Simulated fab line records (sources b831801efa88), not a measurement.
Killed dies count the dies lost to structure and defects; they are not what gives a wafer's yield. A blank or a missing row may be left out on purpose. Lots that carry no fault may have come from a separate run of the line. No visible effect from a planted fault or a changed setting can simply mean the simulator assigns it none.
The tool behind it: which one? || flow gf180mcu || Sampling: 13 lots, 39 wafers, 4 of 602 route steps

WHAT EACH GAUGE READ, for each wafer
GF_V2_THK_MEAS_25: measures by xrf.
{"lot": "L342", "measured": "day 20 08:47", "on": "filmMetro-04", "V2_W_THK (nm)": "369 371 370"}
{"lot": "L343", "measured": "day 21 01:43", "on": "filmMetro-04", "V2_W_THK (nm)": "366 363 363"}
{"lot": "L345", "measured": "day 21 12:01", "on": "filmMetro-03", "V2_W_THK (nm)": "362 367 370"}
{"lot": "L344", "measured": "day 21 14:23", "on": "filmMetro-04", "V2_W_THK (nm)": "372 365 371"}
{"lot": "L346", "measured": "day 21 19:49", "on": "filmMetro-02", "V2_W_THK (nm)": "361 365 365"}
{"lot": "L347", "measured": "day 22 10:44", "on": "filmMetro-04", "V2_W_THK (nm)": "370 370 362"}
{"lot": "L348", "measured": "day 22 13:21", "on": "filmMetro-03", "V2_W_THK (nm)": "370 359 371"}
{"lot": "L349", "measured": "day 23 04:26", "on": "filmMetro-02", "V2_W_THK (nm)": "351 358 352"}
{"lot": "L350", "measured": "day 23 11:10", "on": "filmMetro-03", "V2_W_THK (nm)": "354 355 351"}
{"lot": "L351", "measured": "day 23 19:38", "on": "filmMetro-02", "V2_W_THK (nm)": "362 358 359"}
{"lot": "L352", "measured": "day 24 08:41", "on": "filmMetro-03", "V2_W_THK (nm)": "357 359 364"}
{"lot": "L360", "measured": "day 26 16:22", "on": "filmMetro-03", "V2_W_THK (nm)": "358 344 348"}
{"lot": "L364", "measured": "day 28 05:22", "on": "filmMetro-03", "V2_W_THK (nm)": "366 375 365"}

GF_V3_CD_MEAS_14: the cd target is 260 nm.
{"lot": "L342", "measured": "day 22 10:55", "on": "cdSem-01", "cdNm (nm)": "262.0 262.0 260.8"}
{"lot": "L343", "measured": "day 23 02:20", "on": "cdSem-01", "cdNm (nm)": "258.4 258.9 258.3"}
{"lot": "L345", "measured": "day 23 12:43", "on": "cdSem-02", "cdNm (nm)": "259.7 259.7 260.1"}
{"lot": "L344", "measured": "day 23 15:17", "on": "cdSem-01", "cdNm (nm)": "261.7 261.2 260.1"}
{"lot": "L346", "measured": "day 23 20:25", "on": "cdSem-02", "cdNm (nm)": "259.9 259.0 259.2"}
{"lot": "L347", "measured": "day 24 10:42", "on": "cdSem-01", "cdNm (nm)": "262.3 261.6 261.4"}
{"lot": "L348", "measured": "day 24 13:50", "on": "cdSem-02", "cdNm (nm)": "261.9 261.0 261.8"}
{"lot": "L349", "measured": "day 25 02:47", "on": "cdSem-01", "cdNm (nm)": "259.5 260.6 261.6"}
{"lot": "L350", "measured": "day 25 10:11", "on": "cdSem-01", "cdNm (nm)": "261.6 260.4 262.5"}
{"lot": "L351", "measured": "day 25 17:43", "on": "cdSem-01", "cdNm (nm)": "260.9 260.6 261.3"}
{"lot": "L352", "measured": "day 26 05:35", "on": "cdSem-02", "cdNm (nm)": "259.2 260.0 260.1"}
{"lot": "L360", "measured": "day 28 11:04", "on": "cdSem-02", "cdNm (nm)": "260.5 260.3 260.9"}
{"lot": "L364", "measured": "day 29 21:16", "on": "cdSem-01", "cdNm (nm)": "262.2 262.1 262.4"}

WHICH TOOL RAN EACH LOT (tool, then ch and the chambers of the sampled wafers, then the start)
{"lot": "L342", "GF_V2_SPUTTER_22": "pvdSputter-03, day 20 08:26", "GF_V3_CMP_04": "cmp-01 ch 2,3, day 21 10:40"}
{"lot": "L343", "GF_V2_SPUTTER_22": "pvdSputter-03, day 21 01:26", "GF_V3_CMP_04": "cmp-02 ch 0,2,3, day 22 02:37"}
{"lot": "L345", "GF_V2_SPUTTER_22": "pvdSputter-04, day 21 11:45", "GF_V3_CMP_04": "cmp-01 ch 0,3, day 22 13:17"}
{"lot": "L344", "GF_V2_SPUTTER_22": "pvdSputter-04, day 21 14:06", "GF_V3_CMP_04": "cmp-01 ch 1,2,3, day 22 15:53"}
{"lot": "L346", "GF_V2_SPUTTER_22": "pvdSputter-01, day 21 19:32", "GF_V3_CMP_04": "cmp-01 ch 2,3, day 22 21:26"}
{"lot": "L347", "GF_V2_SPUTTER_22": "pvdSputter-01, day 22 10:26", "GF_V3_CMP_04": "cmp-02 ch 0,1,2, day 23 11:33"}
{"lot": "L348", "GF_V2_SPUTTER_22": "pvdSputter-01, day 22 13:04", "GF_V3_CMP_04": "cmp-01 ch 0,1, day 23 14:28"}
{"lot": "L349", "GF_V2_SPUTTER_22": "pvdSputter-04, day 23 04:03", "GF_V3_CMP_04": "cmp-01 ch 1,3, day 24 04:50"}
{"lot": "L350", "GF_V2_SPUTTER_22": "pvdSputter-01, day 23 10:46", "GF_V3_CMP_04": "cmp-01 ch 0,3, day 24 11:29"}
{"lot": "L351", "GF_V2_SPUTTER_22": "pvdSputter-04, day 23 19:20", "GF_V3_CMP_04": "cmp-02 ch 0,1, day 24 19:56"}
{"lot": "L352", "GF_V2_SPUTTER_22": "pvdSputter-01, day 24 08:24", "GF_V3_CMP_04": "cmp-01 ch 2,3, day 25 08:08"}
{"lot": "L360", "GF_V2_SPUTTER_22": "pvdSputter-04, day 26 16:05", "GF_V3_CMP_04": "cmp-01 ch 1,2,3, day 27 14:36"}
{"lot": "L364", "GF_V2_SPUTTER_22": "pvdSputter-04, day 28 05:05", "GF_V3_CMP_04": "cmp-02 ch 0,2,3, day 29 02:01"}
- GF_V2_SPUTTER_22: material TiN, target thk 10 nm, time 40 s.
- GF_V3_CMP_04: polishes SiO2.

WHAT THE TOOLS THEMSELVES READ (means of the sampled wafers that have a number; where no wafer has one, the mark that the record gives instead)
GF_V2_SPUTTER_22.
{"lot": "L342", "tool": "pvdSputter-03", "throttleValvePct (%)": 31.1}
{"lot": "L343", "tool": "pvdSputter-03", "throttleValvePct (%)": 30.7}
{"lot": "L345", "tool": "pvdSputter-04", "throttleValvePct (%)": 31.1}
{"lot": "L344", "tool": "pvdSputter-04", "throttleValvePct (%)": 31.0}
{"lot": "L346", "tool": "pvdSputter-01", "throttleValvePct (%)": 30.1}
{"lot": "L347", "tool": "pvdSputter-01", "throttleValvePct (%)": 30.0}
{"lot": "L348", "tool": "pvdSputter-01", "throttleValvePct (%)": 29.8}
{"lot": "L349", "tool": "pvdSputter-04", "throttleValvePct (%)": 31.1}
{"lot": "L350", "tool": "pvdSputter-01", "throttleValvePct (%)": 30.0}
{"lot": "L351", "tool": "pvdSputter-04", "throttleValvePct (%)": 31.4}
{"lot": "L352", "tool": "pvdSputter-01", "throttleValvePct (%)": 30.3}
{"lot": "L360", "tool": "pvdSputter-04", "throttleValvePct (%)": 31.2}
{"lot": "L364", "tool": "pvdSputter-04", "throttleValvePct (%)": 30.8}

GF_V3_CMP_04.
{"lot": "L342", "tool": "cmp-01", "motorCurrentA (A)": 12.7, "platenRpm (rpm)": 59.98, "timeToEndpointS (s)": 81}
{"lot": "L343", "tool": "cmp-02", "motorCurrentA (A)": 12.3, "platenRpm (rpm)": 60.02, "timeToEndpointS (s)": 81}
{"lot": "L345", "tool": "cmp-01", "motorCurrentA (A)": 11.5, "platenRpm (rpm)": 60.02, "timeToEndpointS (s)": 83}
{"lot": "L344", "tool": "cmp-01", "motorCurrentA (A)": 12.0, "platenRpm (rpm)": 60.03, "timeToEndpointS (s)": 83}
{"lot": "L346", "tool": "cmp-01", "motorCurrentA (A)": 12.4, "platenRpm (rpm)": 60.00, "timeToEndpointS (s)": 84}
{"lot": "L347", "tool": "cmp-02", "motorCurrentA (A)": 12.4, "platenRpm (rpm)": 59.98, "timeToEndpointS (s)": 81}
{"lot": "L348", "tool": "cmp-01", "motorCurrentA (A)": 10.2, "platenRpm (rpm)": 59.98, "timeToEndpointS (s)": 87}
{"lot": "L349", "tool": "cmp-01", "motorCurrentA (A)": 11.0, "platenRpm (rpm)": 60.02, "timeToEndpointS (s)": 81}
{"lot": "L350", "tool": "cmp-01", "motorCurrentA (A)": 12.7, "platenRpm (rpm)": 60.02, "timeToEndpointS (s)": 79}
{"lot": "L351", "tool": "cmp-02", "motorCurrentA (A)": 13.9, "platenRpm (rpm)": 59.99, "timeToEndpointS (s)": 81}
{"lot": "L352", "tool": "cmp-01", "motorCurrentA (A)": 13.4, "platenRpm (rpm)": 60.01, "timeToEndpointS (s)": 76}
{"lot": "L360", "tool": "cmp-01", "motorCurrentA (A)": 11.7, "platenRpm (rpm)": 62.00, "timeToEndpointS (s)": 74}
{"lot": "L364", "tool": "cmp-02", "motorCurrentA (A)": 12.1, "platenRpm (rpm)": 60.00, "timeToEndpointS (s)": 79}

THE ANSWER, worked out from the rows above alone
Rule: usual is defined by the lots themselves. Put in order of their means at a reading, lots are off if they are a third of the lots or fewer, leave a main group of 4 or more, and stand apart from it by a gap of 3 or more times the standard deviation of the main group's means; of several such gaps the widest counts. The tables above print the reading to a certain number of digits; a main group whose means all agree to those digits is not used. Also off: a lot with no number at a reading for which 4 or more lots have one. The other lots that the step has rows for count as sound. After the gauges, taken in route order, come the tools' own readings; for these a lot's mean is taken, as printed above. The first step at which some lot is off is used, and at that step the reading that is off furthest; a lot without a number counts as furthest.
Off at GF_V3_CMP_04 (platenRpm): L360. The main group: mean 60.00 rpm, standard deviation 0.018.
If a tool, at that step or one of the process steps before it, ran each lot that is off and ran no sound lot following the first of them, it fits. One candidate fits, namely cmp-01 at GF_V3_CMP_04. A fault onset in the window from L352 (day 25 08:08, its last sound lot) to L360 (day 27 14:36, its first lot off) fits.
The tool's own readings at GF_V3_CMP_04 bear it out: on the lots that are off they differ by more than 5 times the standard deviation of the sound lots' means. platenRpm reads 62.00 rpm there against 60.00 rpm on the sound lots.

WHAT HAD BEEN PUT IN BY THE SIMULATOR
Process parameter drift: cmp-01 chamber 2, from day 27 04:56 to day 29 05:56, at GF_V3_CMP_04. The setting platenRpm was moved by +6, starting from 60. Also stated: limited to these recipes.
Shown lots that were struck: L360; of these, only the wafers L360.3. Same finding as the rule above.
